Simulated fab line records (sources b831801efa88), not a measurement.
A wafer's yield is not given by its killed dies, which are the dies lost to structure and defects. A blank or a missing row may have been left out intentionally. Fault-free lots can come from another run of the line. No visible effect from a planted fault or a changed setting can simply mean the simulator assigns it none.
fab line records ; flow sky130
record: lots: 24; wafers: 72; last_day: 50
route steps=708 shown SONOS_TUNNEL@161 LI_CONTACT@385 METAL1@445 METAL5@666 PAD_OPEN@707
lots untouched by any fault: they come from a run of this same line in which no faults occurred
start_h: start of the lot's first displayed wafer, in hours after the record's first day ; wait_h: how many hours have passed since the lot's step before this one ; " unchanged from the row above ; L1.1+2: a single row standing in for several wafers ; - no value present, or no start provided ; * or withheld: withheld ; < > ~ a bound
route shown NAME@n: names a module that has steps shown in the file, with the first one's number in the route ; usual: mean and standard deviation over wafers with no fault ; same: alike in all rows ; chamber/n: place in a boat ; sites: per-site readings ; _std_site: the standard deviation of these ; _edge_site: the outer-site mean with the inner-site mean subtracted ; radius_mm: for every site, how far away it sits from the centre of the wafer ; mask NAME#n: copy n ; behind: the most recent tool/chamber to have shaped the wafer ; hold: what put the lot on hold/how long, in hours/how the hold closed ; device: the transistor (n, p or np) that didn't switch ; end of line: the tests these same wafers got at the end of their route ; a step without rows: its recipe alone ; killed: the dies lost at the first sort to structure and to defects; this is not the yield of the wafer ; map: dies across one wafer; x = killed, . = not, _ = none there
set.NAME: the setting the step ran with; set.NAME@STEP: the setting that earlier step ran with ; model.NAME: the simulator's own value behind a step, which no gauge read
one table for each step of the route and one row for each wafer, over a sample of lots
services: when a tool's chamber went out of use (start_h, in hours from the record's first day, below 0 if earlier), for how many hours, and the reason
== steps ==
step: SKY_SONOS_TUNNEL_CD_MEAS_07
recipe: target_cd_nm: 410
usual: cd_nm: 409.3/2.4
lot.wafer;tool;chamber;start_h;wait_h;cd_nm
L074.2;cd_sem-01;-;253.76;0.1;410.7
L074.3;cd_sem-01;-;253.76;0.1;409.3
L074.6;cd_sem-01;-;253.76;0.1;410.5
L075.1;cd_sem-01;-;264.28;0.1;411.8
L075.2;cd_sem-01;-;264.28;0.1;409.4
L075.5;cd_sem-01;-;264.28;0.1;408.3
L076.1;cd_sem-02;-;272.52;0.1;410.5
L076.2;cd_sem-02;-;272.52;0.1;409.1
L076.6;cd_sem-02;-;272.52;0.1;410.2
L077.1;cd_sem-01;-;280.13;0.1;405.1
L077.4;cd_sem-01;-;280.13;0.1;409.0
L077.5;cd_sem-01;-;280.13;0.1;405.4
L078.2;cd_sem-01;-;285.16;0.1;409.6
L078.5;cd_sem-01;-;285.16;0.1;408.8
L078.6;cd_sem-01;-;285.16;0.1;409.0
L079.3;cd_sem-01;-;291.22;0.1;406.8
L079.4;cd_sem-01;-;291.22;0.1;406.4
L079.6;cd_sem-01;-;291.22;0.1;405.1
L080.1;cd_sem-01;-;299.74;0.1;406.0
L080.5;cd_sem-01;-;299.74;0.1;403.7
L080.6;cd_sem-01;-;299.74;0.1;407.6
L081.1;cd_sem-01;-;305.43;0.1;407.1
L081.4;cd_sem-01;-;305.43;0.1;407.5
L081.6;cd_sem-01;-;305.43;0.1;406.1
L082.2;cd_sem-01;-;324.16;0.1;411.3
L082.3;cd_sem-01;-;324.16;0.1;410.2
L082.5;cd_sem-01;-;324.16;0.1;409.8
L083.1;cd_sem-02;-;327.82;0.1;409.1
L083.2;cd_sem-02;-;327.82;0.1;407.8
L083.6;cd_sem-02;-;327.82;0.1;406.8
L084.3;cd_sem-02;-;336.87;0.1;406.2
L084.5;cd_sem-02;-;336.87;0.1;406.2
L084.6;cd_sem-02;-;336.87;0.1;404.9
L085.2;cd_sem-02;-;341.71;0.1;408.2
L085.4;cd_sem-02;-;341.71;0.1;409.2
L085.5;cd_sem-02;-;341.71;0.1;407.8
L086.3;cd_sem-01;-;350.32;0.1;407.6
L086.4;cd_sem-01;-;350.32;0.1;407.9
L086.6;cd_sem-01;-;350.32;0.1;408.1
L087.2;cd_sem-01;-;359.90;0.1;412.1
L087.3;cd_sem-01;-;359.90;0.1;411.1
L087.6;cd_sem-01;-;359.90;0.1;411.4
L088.1;cd_sem-02;-;367.57;0.1;413.7
L088.2;cd_sem-02;-;367.57;0.1;416.2
L088.5;cd_sem-02;-;367.57;0.1;412.4
L089.1;cd_sem-02;-;373.23;0.1;410.4
L089.4;cd_sem-02;-;373.23;0.1;410.7
L089.6;cd_sem-02;-;373.23;0.1;412.8
L090.4;cd_sem-01;-;380.60;0.1;407.6
L090.5;cd_sem-01;-;380.60;0.1;407.9
L090.6;cd_sem-01;-;380.60;0.1;406.8
L091.2;cd_sem-01;-;385.75;0.1;408.4
L091.5;cd_sem-01;-;385.75;0.1;407.3
L091.6;cd_sem-01;-;385.75;0.1;407.8
L092.3;cd_sem-02;-;397.51;0.1;410.1
L092.4;cd_sem-02;-;397.51;0.1;409.6
L092.5;cd_sem-02;-;397.51;0.1;410.5
L093.2;cd_sem-01;-;409.95;0.1;411.7
L093.4;cd_sem-01;-;409.95;0.1;412.6
L093.6;cd_sem-01;-;409.95;0.1;411.2
L094.2;cd_sem-02;-;414.70;0.1;407.4
L094.5;cd_sem-02;-;414.70;0.1;409.4
L094.6;cd_sem-02;-;414.70;0.1;410.8
L095.1;cd_sem-01;-;428.42;0.1;407.3
L095.4;cd_sem-01;-;428.42;0.1;408.3
L095.5;cd_sem-01;-;428.42;0.1;409.3
L096.3;cd_sem-01;-;436.26;0.1;414.2
L096.4;cd_sem-01;-;436.26;0.1;411.2
L096.6;cd_sem-01;-;436.26;0.1;413.8
L097.1;cd_sem-02;-;442.28;0.1;412.0
L097.4;cd_sem-02;-;442.28;0.1;410.4
L097.5;cd_sem-02;-;442.28;0.1;412.1
step: SKY_LI_CONTACT_THK_MEAS_23
recipe: thk_meas_gauge: xrf; reads: W_of_LI_CONTACT_CVD_21
usual: LI_CONTACT_W_THK: 403/6.7
lot.wafer;tool;chamber;start_h;wait_h;LI_CONTACT_W_THK[nm]
L074.2;film_metro-01;-;679.84;0.1;401
L074.3;film_metro-01;-;679.84;0.1;404
L074.6;film_metro-01;-;679.84;0.1;394
L075.1;film_metro-01;-;691.15;0.1;396
L075.2;film_metro-01;-;691.15;0.1;399
L075.5;film_metro-01;-;691.15;0.1;399
L076.1;film_metro-03;-;709.29;0.1;404
L076.2;film_metro-03;-;709.29;0.1;409
L076.6;film_metro-03;-;709.29;0.1;407
L077.1;film_metro-01;-;714.83;0.1;393
L077.4;film_metro-01;-;714.83;0.1;394
L077.5;film_metro-01;-;714.83;0.1;388
L078.2;film_metro-04;-;718.29;0.1;408
L078.5;film_metro-04;-;718.29;0.1;406
L078.6;film_metro-04;-;718.29;0.1;408
L079.3;film_metro-04;-;725.97;0.1;396
L079.4;film_metro-04;-;725.97;0.1;398
L079.6;film_metro-04;-;725.97;0.1;395
L080.1;film_metro-03;-;735.10;0.1;412
L080.5;film_metro-03;-;735.10;0.1;407
L080.6;film_metro-03;-;735.10;0.1;410
L081.1;film_metro-01;-;738.09;0.1;399
L081.4;film_metro-01;-;738.09;0.1;394
L081.6;film_metro-01;-;738.09;0.1;389
L083.1;film_metro-01;-;759.70;0.1;393
L083.2;film_metro-01;-;759.70;0.1;399
L083.6;film_metro-01;-;759.70;0.1;398
L082.2;film_metro-04;-;760.43;0.1;403
L082.3;film_metro-04;-;760.43;0.1;414
L082.5;film_metro-04;-;760.43;0.1;409
L084.3;film_metro-03;-;767.82;0.1;408
L084.5;film_metro-03;-;767.82;0.1;405
L084.6;film_metro-03;-;767.82;0.1;404
L085.2;film_metro-04;-;776.45;0.1;413
L085.4;film_metro-04;-;776.45;0.1;414
L085.5;film_metro-04;-;776.45;0.1;411
L086.3;film_metro-01;-;794.77;0.1;387
L086.4;film_metro-01;-;794.77;0.1;397
L086.6;film_metro-01;-;794.77;0.1;389
L087.2;film_metro-04;-;796.86;0.1;416
L087.3;film_metro-04;-;796.86;0.1;418
L087.6;film_metro-04;-;796.86;0.1;411
L088.1;film_metro-01;-;798.10;0.1;394
L088.2;film_metro-01;-;798.10;0.1;405
L088.5;film_metro-01;-;798.10;0.1;393
L089.1;film_metro-01;-;800.29;0.1;397
L089.4;film_metro-01;-;800.29;0.1;407
L089.6;film_metro-01;-;800.29;0.1;403
L090.4;film_metro-04;-;813.97;0.1;402
L090.5;film_metro-04;-;813.97;0.1;409
L090.6;film_metro-04;-;813.97;0.1;414
L091.2;film_metro-04;-;815.01;0.1;406
L091.5;film_metro-04;-;815.01;0.1;409
L091.6;film_metro-04;-;815.01;0.1;397
L092.3;film_metro-04;-;819.07;0.1;405
L092.4;film_metro-04;-;819.07;0.1;403
L092.5;film_metro-04;-;819.07;0.1;397
L093.2;film_metro-04;-;834.53;0.1;406
L093.4;film_metro-04;-;834.53;0.1;403
L093.6;film_metro-04;-;834.53;0.1;406
L094.2;film_metro-04;-;841.07;0.1;403
L094.5;film_metro-04;-;841.07;0.1;410
L094.6;film_metro-04;-;841.07;0.1;405
L095.1;film_metro-01;-;853.30;0.1;396
L095.4;film_metro-01;-;853.30;0.1;398
L095.5;film_metro-01;-;853.30;0.1;399
L096.3;film_metro-04;-;859.05;0.1;414
L096.4;film_metro-04;-;859.05;0.1;404
L096.6;film_metro-04;-;859.05;0.1;407
L097.1;film_metro-01;-;861.79;0.1;401
L097.4;film_metro-01;-;861.79;0.1;398
L097.5;film_metro-01;-;861.79;0.1;404
step: SKY_METAL1_SOFTBAKE_11
recipe: temp_c: 100; time_s: 93.86; resist: KrF-thick
usual: chill_plate_temp_C: 23.01/0.1; heater_power_total_W: 57.40/0.14; plate_sensor_t_centre_C: 100.88/0.011; plate_sensor_t_edge_C: 100.95/0.01; softbake_temp_c: 99.97/0.12
lot.wafer;tool;chamber;start_h;wait_h;chill_plate_temp_C;heater_power_total_W;plate_sensor_t_centre_C;plate_sensor_t_edge_C;softbake_temp_c
L074.2;litho_track-02;0;-;-;23.15;57.49;100.89;100.95;100.04
L074.3;litho_track-02;0;-;-;23.12;57.58;100.86;100.94;99.99
L074.6;litho_track-02;0;-;-;23.06;57.33;100.87;100.96;100.02
L075.1;litho_track-02;0;-;-;23.07;57.25;100.88;100.96;99.87
L075.2;litho_track-02;0;-;-;23.14;57.26;100.90;100.96;99.92
L075.5;litho_track-02;0;-;-;22.91;57.22;100.86;100.96;100.08
L076.1;litho_track-02;0;-;-;23.03;57.25;100.86;100.96;99.91
L076.2;litho_track-02;0;-;-;23.01;57.47;100.86;100.97;99.81
L076.6;litho_track-02;0;-;-;23.10;57.51;100.89;100.95;99.81
L077.1;litho_track-02;0;-;-;22.94;57.23;100.87;100.94;99.75
L077.4;litho_track-02;0;-;-;22.77;57.57;100.88;100.96;99.86
L077.5;litho_track-02;0;-;-;23.05;57.43;100.89;100.93;99.97
L078.2;litho_track-03;0;-;-;22.87;57.51;100.89;100.94;100.08
L078.5;litho_track-03;0;-;-;23.08;57.29;100.87;100.96;100.34
L078.6;litho_track-03;0;-;-;22.93;57.42;100.89;100.95;100.12
L079.3;litho_track-04;0;-;-;22.98;57.39;100.87;100.96;99.93
L079.4;litho_track-04;0;-;-;23.13;57.31;100.89;100.94;100.23
L079.6;litho_track-04;0;-;-;23.08;57.56;100.87;100.96;99.97
L080.1;litho_track-02;0;-;-;22.93;57.20;100.90;100.96;100.12
L080.5;litho_track-02;0;-;-;22.94;57.23;100.87;100.96;99.99
L080.6;litho_track-02;0;-;-;23.00;57.18;100.90;100.94;100.06
L081.1;litho_track-04;0;-;-;23.07;57.59;100.86;100.96;99.99
L081.4;litho_track-04;0;-;-;23.18;57.10;100.88;100.95;99.97
L081.6;litho_track-04;0;-;-;22.85;57.29;100.86;100.94;100.17
L083.1;litho_track-04;0;-;-;22.88;57.52;100.90;100.95;99.83
L083.2;litho_track-04;0;-;-;22.98;57.21;100.88;100.96;99.90
L083.6;litho_track-04;0;-;-;23.09;57.36;100.88;100.95;100.04
L082.2;litho_track-02;0;-;-;22.85;57.19;100.90;100.95;100.12
L082.3;litho_track-02;0;-;-;22.92;57.33;100.89;100.95;99.95
L082.5;litho_track-02;0;-;-;22.97;57.64;100.88;100.94;100.00
L084.3;litho_track-03;0;-;-;23.11;57.42;100.88;100.96;100.16
L084.5;litho_track-03;0;-;-;23.04;57.22;100.88;100.96;100.05
L084.6;litho_track-03;0;-;-;22.99;57.35;100.88;100.97;100.18
L085.2;litho_track-03;0;-;-;23.05;57.26;100.88;100.95;100.12
L085.4;litho_track-03;0;-;-;22.93;57.50;100.88;100.96;100.25
L085.5;litho_track-03;0;-;-;22.97;57.54;100.87;100.96;100.00
L086.3;litho_track-04;0;-;-;23.03;57.41;100.89;100.95;99.94
L086.4;litho_track-04;0;-;-;23.00;57.50;100.86;100.97;99.81
L086.6;litho_track-04;0;-;-;23.08;57.44;100.86;100.96;99.83
L087.2;litho_track-03;0;-;-;23.02;57.21;100.88;100.94;99.88
L087.3;litho_track-03;0;-;-;22.97;57.52;100.90;100.96;99.83
L087.6;litho_track-03;0;-;-;22.95;57.52;100.89;100.95;100.14
L088.1;litho_track-04;0;-;-;23.10;57.50;100.87;100.95;99.96
L088.2;litho_track-04;0;-;-;23.19;57.52;100.87;100.97;99.86
L088.5;litho_track-04;0;-;-;22.96;57.52;100.88;100.92;99.83
L089.1;litho_track-03;0;-;-;23.03;57.22;100.87;100.95;99.90
L089.4;litho_track-03;0;-;-;22.81;57.37;100.88;100.96;100.01
L089.6;litho_track-03;0;-;-;23.10;57.33;100.88;100.95;99.96
L090.4;litho_track-02;0;-;-;23.10;57.17;100.88;100.94;99.77
L090.5;litho_track-02;0;-;-;22.99;57.38;100.89;100.95;99.92
L090.6;litho_track-02;0;-;-;22.96;57.34;100.87;100.96;99.98
L091.2;litho_track-04;0;-;-;22.76;57.56;100.88;100.95;99.88
L091.5;litho_track-04;0;-;-;23.01;57.42;100.88;100.97;100.08
L091.6;litho_track-04;0;-;-;22.90;57.54;100.89;100.95;99.96
L092.3;litho_track-04;0;-;-;23.22;57.55;100.85;100.95;99.99
L092.4;litho_track-04;0;-;-;23.24;57.21;100.87;100.95;99.95
L092.5;litho_track-04;0;-;-;23.06;57.60;100.87;100.98;99.84
L093.2;litho_track-04;0;-;-;22.88;57.35;100.88;100.95;99.98
L093.4;litho_track-04;0;-;-;23.02;57.52;100.89;100.94;100.06
L093.6;litho_track-04;0;-;-;23.05;57.31;100.90;100.97;100.04
L094.2;litho_track-02;0;-;-;23.18;57.21;100.87;100.96;99.90
L094.5;litho_track-02;0;-;-;22.99;57.53;100.86;100.95;99.92
L094.6;litho_track-02;0;-;-;23.15;57.65;100.88;100.94;100.06
L095.1;litho_track-02;0;-;-;23.11;57.28;100.88;100.95;99.98
L095.4;litho_track-02;0;-;-;23.05;57.27;100.88;100.96;99.84
L095.5;litho_track-02;0;-;-;23.14;57.27;100.87;100.95;99.78
L096.3;litho_track-03;0;-;-;22.97;57.26;100.88;100.96;99.84
L096.4;litho_track-03;0;-;-;22.77;57.39;100.88;100.95;100.10
L096.6;litho_track-03;0;-;-;22.90;57.22;100.87;100.97;99.97
L097.1;litho_track-03;0;-;-;23.11;57.54;100.90;100.96;99.99
L097.4;litho_track-03;0;-;-;23.11;57.19;100.89;100.97;99.77
L097.5;litho_track-03;0;-;-;22.98;57.33;100.87;100.95;99.91
step: SKY_METAL1_STRIP_20
recipe: chemistry: O2/N2; power_w: 1400; pressure_mtorr: 1500; platen_temp_c: withheld; o2_flow_sccm: 3000; n2_flow_sccm: 300; overash_fraction: 0.5
usual: drypump_motor_current_A: 5.8/0.42; o2_flow_sccm: 3001/8.1; oes_product_au: 0.343/0.0049; strip_time_to_endpoint_s: 2.70/0.036
lot.wafer;tool;chamber;start_h;wait_h;drypump_motor_current_A;o2_flow_sccm;oes_product_au;rf_hours_counter_h;strip_time_to_endpoint_s
L074.2;plasma_asher-01;0;767.41;0.1;5.5;3005;0.347;64;2.76
L074.3;plasma_asher-01;0;767.41;0.1;5.5;3002;0.338;-;2.73
L074.6;plasma_asher-01;1;767.41;0.1;5.8;3006;0.346;-;2.70
L075.1;plasma_asher-04;0;778.41;0.1;5.3;2996;0.344;95;2.79
L075.2;plasma_asher-04;1;778.41;0.1;5.9;3004;0.352;95;2.73
L075.5;plasma_asher-04;1;778.41;0.1;5.9;3000;0.348;-;2.75
L076.1;plasma_asher-03;1;795.07;0.1;5.8;3010;0.342;36;2.75
L076.2;plasma_asher-03;0;795.07;0.1;6.7;3001;0.354;36;2.77
L076.6;plasma_asher-03;1;795.07;0.1;5.8;3003;0.349;-;2.77
L077.1;plasma_asher-03;0;801.07;0.1;6.7;3009;0.342;37;2.72
L077.4;plasma_asher-03;1;801.07;0.1;5.8;3008;0.350;-;2.73
L077.5;plasma_asher-03;0;801.07;0.1;6.7;3013;0.340;-;2.71
L078.2;plasma_asher-01;0;803.71;0.1;5.5;2982;0.336;67;2.67
L078.5;plasma_asher-01;1;803.71;0.1;5.8;3009;0.346;-;2.67
L078.6;plasma_asher-01;0;803.71;0.1;5.5;2983;0.344;-;2.68
L079.3;plasma_asher-01;1;810.39;0.1;5.8;3007;0.337;-;2.66
L079.4;plasma_asher-01;0;810.39;0.1;5.5;2998;0.346;-;2.67
L079.6;plasma_asher-01;1;810.39;0.1;5.8;3011;0.341;-;2.67
L080.1;plasma_asher-01;1;821.01;0.1;5.7;3002;0.342;69;2.65
L080.5;plasma_asher-01;1;821.01;0.1;5.7;3007;0.340;-;2.67
L080.6;plasma_asher-01;0;821.01;0.1;5.5;3006;0.343;-;2.68
L081.1;plasma_asher-03;0;823.76;0.1;6.7;2996;0.344;39;2.66
L081.4;plasma_asher-03;0;823.76;0.1;6.8;2990;0.346;-;2.70
L081.6;plasma_asher-03;1;823.76;0.1;5.8;3015;0.354;-;2.68
L083.1;plasma_asher-04;0;844.61;0.1;5.3;3008;0.342;101;2.71
L083.2;plasma_asher-04;1;844.61;0.1;5.9;2978;0.342;101;2.72
L083.6;plasma_asher-04;1;844.61;0.1;5.9;3004;0.343;-;2.70
L082.2;plasma_asher-03;1;845.12;0.1;5.8;3006;0.346;41;2.73
L082.3;plasma_asher-03;0;845.12;0.1;6.7;3023;0.338;-;2.71
L082.5;plasma_asher-03;0;845.12;0.1;6.7;3002;0.347;-;2.72
L084.3;plasma_asher-01;1;852.75;0.1;5.7;2990;0.345;-;2.70
L084.5;plasma_asher-01;1;852.75;0.1;5.8;3006;0.353;-;2.70
L084.6;plasma_asher-01;0;852.75;0.1;5.5;3004;0.339;-;2.67
L085.2;plasma_asher-01;1;859.46;0.1;5.7;3005;0.341;73;2.73
L085.4;plasma_asher-01;0;859.46;0.1;5.5;3012;0.338;-;2.72
L085.5;plasma_asher-01;0;859.46;0.1;5.5;2988;0.347;-;2.71
L086.3;plasma_asher-01;1;878.35;0.1;5.8;3000;0.331;-;2.69
L086.4;plasma_asher-01;0;878.35;0.1;5.5;3002;0.342;-;2.70
L086.6;plasma_asher-01;1;878.35;0.1;5.7;3002;0.343;-;2.66
L087.2;plasma_asher-01;1;880.42;0.1;5.8;3007;0.337;75;2.69
L087.3;plasma_asher-01;0;880.42;0.1;5.5;2999;0.346;-;2.68
L087.6;plasma_asher-01;0;880.42;0.1;5.5;2998;0.342;-;2.68
L088.1;plasma_asher-01;1;881.81;0.1;5.7;3003;0.335;76;2.69
L088.2;plasma_asher-01;0;881.81;0.1;5.5;3002;0.332;76;2.72
L088.5;plasma_asher-01;0;881.81;0.1;5.5;2997;0.342;-;2.70
L089.1;plasma_asher-04;0;884.51;0.1;5.3;2996;0.349;106;2.64
L089.4;plasma_asher-04;1;884.51;0.1;5.9;3008;0.333;-;2.68
L089.6;plasma_asher-04;1;884.51;0.1;5.9;3003;0.350;-;2.67
L090.4;plasma_asher-01;1;897.50;0.1;5.7;3002;0.341;-;2.70
L090.5;plasma_asher-01;1;897.50;0.1;5.7;2992;0.344;-;2.72
L090.6;plasma_asher-01;0;897.50;0.1;5.5;3000;0.343;-;2.68
L091.2;plasma_asher-03;0;899.11;0.1;6.7;2985;0.343;46;2.70
L091.5;plasma_asher-03;0;899.11;0.1;6.8;3003;0.341;-;2.64
L091.6;plasma_asher-03;1;899.11;0.1;5.8;2993;0.347;-;2.66
L092.3;plasma_asher-03;0;901.74;0.1;6.7;2998;0.347;-;2.66
L092.4;plasma_asher-03;1;901.74;0.1;5.8;2986;0.338;-;2.67
L092.5;plasma_asher-03;0;901.74;0.1;6.7;2991;0.339;-;2.66
L093.2;plasma_asher-04;0;915.61;0.1;5.3;2991;0.349;109;2.74
L093.4;plasma_asher-04;0;915.61;0.1;5.3;2988;0.346;-;2.72
L093.6;plasma_asher-04;1;915.61;0.1;5.9;3007;0.345;-;2.76
L094.2;plasma_asher-03;1;921.76;0.1;5.8;3009;0.339;49;2.73
L094.5;plasma_asher-03;1;921.76;0.1;5.8;2998;0.346;-;2.71
L094.6;plasma_asher-03;0;921.76;0.1;6.8;2990;0.347;-;2.75
L095.1;plasma_asher-01;0;934.52;0.1;5.4;3000;0.343;80;2.73
L095.4;plasma_asher-01;0;934.52;0.1;5.5;2998;0.346;-;2.69
L095.5;plasma_asher-01;0;934.52;0.1;5.5;3001;0.340;-;2.69
L096.3;plasma_asher-01;0;939.95;0.1;5.5;2994;0.348;-;2.78
L096.4;plasma_asher-01;1;939.95;0.1;5.8;2987;0.349;-;2.75
L096.6;plasma_asher-01;0;939.95;0.1;5.5;3004;0.351;-;2.76
L097.1;plasma_asher-04;1;943.16;0.1;5.9;2999;0.339;112;2.69
L097.4;plasma_asher-04;1;943.16;0.1;5.9;2996;0.344;-;2.70
L097.5;plasma_asher-04;0;943.16;0.1;5.3;3000;0.341;-;2.67
step: SKY_METAL5_RS_MEAS_05
recipe: thk_meas_gauge: four-point-probe; reads: TiN_of_METAL5_SPUTTER_04+Ti_of_METAL5_SPUTTER_03+AlCu_of_METAL5_SPUTTER_02+TiN_of_METAL5_SPUTTER_01+Ti_of_METAL5_SPUTTER_00
usual: METAL5_ALCU_RS: 0.02666/0.0003
lot.wafer;tool;chamber;start_h;wait_h;METAL5_ALCU_RS[ohm/sq]
L074.2;film_metro-03;-;1011.55;0.0;0.0274
L074.3;film_metro-03;-;1011.55;0.0;0.02746
L074.6;film_metro-03;-;1011.55;0.0;0.02724
L075.1;film_metro-02;-;1019.79;0.0;0.02664
L075.2;film_metro-02;-;1019.79;0.0;0.02648
L075.5;film_metro-02;-;1019.79;0.0;0.02626
L076.1;film_metro-01;-;1034.41;0.0;0.02652
L076.2;film_metro-01;-;1034.41;0.0;0.02659
L076.6;film_metro-01;-;1034.41;0.0;0.02651
L077.1;film_metro-03;-;1040.11;0.0;0.02659
L077.4;film_metro-03;-;1040.11;0.0;0.02692
L077.5;film_metro-03;-;1040.11;0.0;0.02673
L078.2;film_metro-02;-;1040.67;0.0;0.02626
L078.5;film_metro-02;-;1040.67;0.0;0.02633
L078.6;film_metro-02;-;1040.67;0.0;0.02648
L079.3;film_metro-02;-;1046.58;0.1;0.02665
L079.4;film_metro-02;-;1046.58;0.1;0.02654
L079.6;film_metro-02;-;1046.58;0.1;0.02662
L080.1;film_metro-03;-;1055.47;0.0;0.02612
L080.5;film_metro-03;-;1055.47;0.0;0.02617
L080.6;film_metro-03;-;1055.47;0.0;0.02633
L081.1;film_metro-02;-;1058.10;0.0;0.02644
L081.4;film_metro-02;-;1058.10;0.0;0.02635
L081.6;film_metro-02;-;1058.10;0.0;0.02655
L083.1;film_metro-02;-;1072.49;0.0;0.0269
L083.2;film_metro-02;-;1072.49;0.0;0.02664
L083.6;film_metro-02;-;1072.49;0.0;0.02703
L082.2;film_metro-03;-;1077.63;0.0;0.02612
L082.3;film_metro-03;-;1077.63;0.0;0.02588
L082.5;film_metro-03;-;1077.63;0.0;0.02612
L084.3;film_metro-03;-;1084.10;0.1;0.02695
L084.5;film_metro-03;-;1084.10;0.1;0.02673
L084.6;film_metro-03;-;1084.10;0.1;0.02693
L085.2;film_metro-03;-;1088.40;0.0;0.02716
L085.4;film_metro-03;-;1088.40;0.0;0.02707
L085.5;film_metro-03;-;1088.40;0.0;0.02703
L086.3;film_metro-01;-;1104.19;0.1;0.02667
L086.4;film_metro-01;-;1104.19;0.1;0.0266
L086.6;film_metro-01;-;1104.19;0.1;0.02658
L087.2;film_metro-03;-;1104.60;0.0;0.0267
L087.3;film_metro-03;-;1104.60;0.0;0.02671
L087.6;film_metro-03;-;1104.60;0.0;0.02665
L088.1;film_metro-01;-;1105.47;0.0;0.02631
L088.2;film_metro-01;-;1105.47;0.0;0.02635
L088.5;film_metro-01;-;1105.47;0.0;0.0264
L089.1;film_metro-03;-;1110.63;0.0;0.0265
L089.4;film_metro-03;-;1110.63;0.0;0.02654
L089.6;film_metro-03;-;1110.63;0.0;0.02654
L090.4;film_metro-02;-;1119.10;0.1;0.02667
L090.5;film_metro-02;-;1119.10;0.1;0.02655
L090.6;film_metro-02;-;1119.10;0.1;0.02669
L091.2;film_metro-01;-;1120.49;0.0;0.0267
L091.5;film_metro-01;-;1120.49;0.0;0.02708
L091.6;film_metro-01;-;1120.49;0.0;0.02666
L092.3;film_metro-03;-;1123.28;0.1;0.02711
L092.4;film_metro-03;-;1123.28;0.1;0.02709
L092.5;film_metro-03;-;1123.28;0.1;0.02704
L093.2;film_metro-02;-;1133.12;0.0;0.02653
L093.4;film_metro-02;-;1133.12;0.0;0.02636
L093.6;film_metro-02;-;1133.12;0.0;0.02667
L094.2;film_metro-02;-;1136.98;0.0;0.02695
L094.5;film_metro-02;-;1136.98;0.0;0.02692
L094.6;film_metro-02;-;1136.98;0.0;0.02677
L095.1;film_metro-02;-;1146.18;0.0;0.02683
L095.4;film_metro-02;-;1146.18;0.0;0.02656
L095.5;film_metro-02;-;1146.18;0.0;0.02652
L096.3;film_metro-03;-;1151.83;0.1;0.02693
L096.4;film_metro-03;-;1151.83;0.1;0.02728
L096.6;film_metro-03;-;1151.83;0.1;0.02707
L097.1;film_metro-01;-;1153.18;0.0;0.02691
L097.4;film_metro-01;-;1153.18;0.0;0.0267
L097.5;film_metro-01;-;1153.18;0.0;0.02682
step: SKY_PAD_OPEN_BOW_MEAS_13
recipe: mode: bow
usual: PAD_OPEN_BOW: 47/9
lot.wafer;tool;chamber;start_h;wait_h;PAD_OPEN_BOW[um]
L074.2;film_metro-02;-;1082.05;-;35
L074.3;film_metro-02;-;1082.05;-;49
L074.6;film_metro-02;-;1082.05;-;58
L075.1;film_metro-02;-;1089.07;-;61
L075.2;film_metro-02;-;1089.07;-;56
L075.5;film_metro-02;-;1089.07;-;59
L076.1;film_metro-03;-;1102.87;-;63
L076.2;film_metro-03;-;1102.87;-;62
L076.6;film_metro-03;-;1102.87;-;60
L077.1;film_metro-02;-;1108.53;-;47
L077.4;film_metro-02;-;1108.53;-;51
L077.5;film_metro-02;-;1108.53;-;53
L078.2;film_metro-03;-;1109.24;-;50
L078.5;film_metro-03;-;1109.24;-;42
L078.6;film_metro-03;-;1109.24;-;51
L079.3;film_metro-02;-;1114.56;-;53
L079.4;film_metro-02;-;1114.56;-;58
L079.6;film_metro-02;-;1114.56;-;41
L080.1;film_metro-03;-;1120.67;-;42
L080.5;film_metro-03;-;1120.67;-;49
L080.6;film_metro-03;-;1120.67;-;45
L081.1;film_metro-03;-;1124.42;-;46
L081.4;film_metro-03;-;1124.42;-;48
L081.6;film_metro-03;-;1124.42;-;60
L083.1;film_metro-04;-;1136.82;-;63
L083.2;film_metro-04;-;1136.82;-;59
L083.6;film_metro-04;-;1136.82;-;51
L082.2;film_metro-04;-;1141.18;-;53
L082.3;film_metro-04;-;1141.18;-;41
L082.5;film_metro-04;-;1141.18;-;46
L084.3;film_metro-04;-;1147.63;-;50
L084.5;film_metro-04;-;1147.63;-;41
L084.6;film_metro-04;-;1147.63;-;44
L085.2;film_metro-02;-;1150.73;-;46
L085.4;film_metro-02;-;1150.73;-;45
L085.5;film_metro-02;-;1150.73;-;56
L086.3;film_metro-02;-;1164.69;-;31
L086.4;film_metro-02;-;1164.69;-;48
L086.6;film_metro-02;-;1164.69;-;33
L087.2;film_metro-03;-;1165.38;-;41
L087.3;film_metro-03;-;1165.38;-;38
L087.6;film_metro-03;-;1165.38;-;32
L088.1;film_metro-04;-;1166.15;-;46
L088.2;film_metro-04;-;1166.15;-;41
L088.5;film_metro-04;-;1166.15;-;39
L089.1;film_metro-02;-;1171.33;-;36
L089.4;film_metro-02;-;1171.33;-;32
L089.6;film_metro-02;-;1171.33;-;38
L090.4;film_metro-03;-;1178.34;-;50
L090.5;film_metro-03;-;1178.34;-;31
L090.6;film_metro-03;-;1178.34;-;49
L091.2;film_metro-03;-;1179.80;-;57
L091.5;film_metro-03;-;1179.80;-;52
L091.6;film_metro-03;-;1179.80;-;45
L092.3;film_metro-02;-;1181.81;-;25
L092.4;film_metro-02;-;1181.81;-;38
L092.5;film_metro-02;-;1181.81;-;36
L093.2;film_metro-04;-;1189.70;-;64
L093.4;film_metro-04;-;1189.70;-;55
L093.6;film_metro-04;-;1189.70;-;35
L094.2;film_metro-03;-;1193.00;-;49
L094.5;film_metro-03;-;1193.00;-;52
L094.6;film_metro-03;-;1193.00;-;50
L095.1;film_metro-03;-;1201.57;-;38
L095.4;film_metro-03;-;1201.57;-;41
L095.5;film_metro-03;-;1201.57;-;41
L096.3;film_metro-03;-;1205.67;-;45
L096.4;film_metro-03;-;1205.67;-;52
L096.6;film_metro-03;-;1205.67;-;54
L097.1;film_metro-03;-;1206.12;-;47
L097.4;film_metro-03;-;1206.12;-;41
L097.5;film_metro-03;-;1206.12;-;43
== services ==
tool;chamber;start_h;hours;kind
plasma_asher-03;-;741.45;3.0;repair
plasma_asher-01;-;801.73;1.7;repair
plasma_asher-01;-;851.04;1.6;repair
plasma_asher-04;-;866.52;2.8;pm
plasma_asher-01;-;905.07;11.0;repair
== key ==
fault none
